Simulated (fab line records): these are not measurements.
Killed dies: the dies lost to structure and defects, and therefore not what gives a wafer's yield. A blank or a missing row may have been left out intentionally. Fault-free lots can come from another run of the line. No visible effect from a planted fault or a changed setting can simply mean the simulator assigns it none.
Which tool was responsible?    flow sky130    Sampling: 13 lots, 39 wafers, 3 of 708 route steps

WHAT THE GAUGES SHOWED, per wafer
SKY_CAP2M_OVL_MEAS_12. Usual: for CAP2M_OVL the level is 0.0 nm and the standard deviation is 1.4.
lot   measured      on          CAP2M_OVL (nm)  flag
L224  day 40 16:13  overlay-02  3.1 3.6 1.8     
L226  day 41 05:37  overlay-02  0.0 -0.3 0.9    
L227  day 41 11:43  overlay-02  0.6 0.2 0.8     
L228  day 41 13:49  overlay-02  -1.1 -0.4 0.0   
L229  day 42 11:19  overlay-02  -0.6 -2.8 -0.4  
L230  day 42 15:43  overlay-01  -0.6 -2.6 -2.0  
L231  day 44 02:49  overlay-01  -1.2 2.3 -0.2   
L232  day 43 07:41  overlay-02  0.7 0.8 -0.1    
L234  day 44 00:13  overlay-02  0.6 0.2 2.2     
L241  day 45 12:07  overlay-01  0.1 0.8 1.8     
L242  day 45 18:49  overlay-01  0.1 -1.6 0.7    
L244  day 46 07:41  overlay-01  -0.5 -2.5 -1.5  
L246  day 46 12:55  overlay-01  -2.2 -0.4 -1.2  

SKY_VIA4_THK_MEAS_01. Usual: for VIA4_HDPCVD_THK the level is 1750 nm and the standard deviation is 17.
lot   measured      on            VIA4_HDPCVD_THK (nm)  flag
L224  day 41 17:20  filmMetro-01  1734 1736 1711        
L226  day 42 06:53  filmMetro-03  1746 1718 1731        
L227  day 42 12:52  filmMetro-03  1765 1773 1751        
L228  day 42 15:28  filmMetro-04  1733 1749 1736        
L229  day 43 12:43  filmMetro-04  1756 1754 1749        
L230  day 43 16:18  filmMetro-03  1745 1725 1761        
L231  day 45 02:02  filmMetro-03  1778 1795 1774        
L232  day 44 07:46  filmMetro-04  1762 1738 1753        
L234  day 44 23:55  filmMetro-03  1784 1783 1792        
L241  day 46 11:19  filmMetro-04  1743 1729 1762        
L242  day 46 16:32  filmMetro-04  1749 1724 1738        
L244  day 47 05:32  filmMetro-04  1760 1747 1739        
L246  day 47 11:14  filmMetro-03  1747 1781 1769        

EACH LOT AND THE TOOL THAT RAN IT (in order: tool; ch and the chambers of the sampled wafers; start)
lot   SKY_CONTACT_SPUTTER_23
L224  pvdSputter-04, day 31 12:45
L226  pvdSputter-01, day 32 03:19
L227  pvdSputter-02, day 32 12:59
L228  pvdSputter-02, day 32 13:59
L229  pvdSputter-01, day 33 15:39
L230  pvdSputter-02, day 33 21:36
L231  pvdSputter-02, day 34 05:31
L232  pvdSputter-04, day 34 10:33
L234  pvdSputter-01, day 35 08:47
L241  pvdSputter-01, day 37 03:17
L242  pvdSputter-01, day 37 11:43
L244  pvdSputter-04, day 38 04:17
L246  pvdSputter-02, day 38 11:03
- SKY_CONTACT_SPUTTER_23: material TiN, target thk 20 nm, time 80 s.

WHAT THE TOOLS THEMSELVES READ (means of the sampled wafers that have a number; where no wafer has one, the mark that the record gives instead)
SKY_CONTACT_SPUTTER_23. Usual: 30.1 % for throttleValvePct, sd 0.96.
lot   tool           throttleValvePct (%)  flag
L224  pvdSputter-04  30.4                  
L226  pvdSputter-01  28.5                  
L227  pvdSputter-02  30.3                  
L228  pvdSputter-02  30.3                  
L229  pvdSputter-01  28.6                  
L230  pvdSputter-02  30.0                  
L231  pvdSputter-02  30.8                  
L232  pvdSputter-04  30.0                  
L234  pvdSputter-01  29.4                  
L241  pvdSputter-01  30.0                  
L242  pvdSputter-01  30.1                  
L244  pvdSputter-04  29.9                  
L246  pvdSputter-02  30.9                  

THE ANSWER, worked out from the rows above alone
Rule: lot off if the mean of its wafers having a number is beyond 3 standard deviations from the usual mean. Also off: a lot with no number at a reading for which 4 or more lots have one. The other lots that the step has rows for count as sound. First the gauges in route order, then the tools' own readings, where a lot's mean is used as printed above. At the first step where some lot is off, the reading lying furthest off is the one used; lots without a number count as furthest.
None of the lots is off at any reading shown; this tells nothing.

WHAT THE SIMULATOR HAD PUT IN
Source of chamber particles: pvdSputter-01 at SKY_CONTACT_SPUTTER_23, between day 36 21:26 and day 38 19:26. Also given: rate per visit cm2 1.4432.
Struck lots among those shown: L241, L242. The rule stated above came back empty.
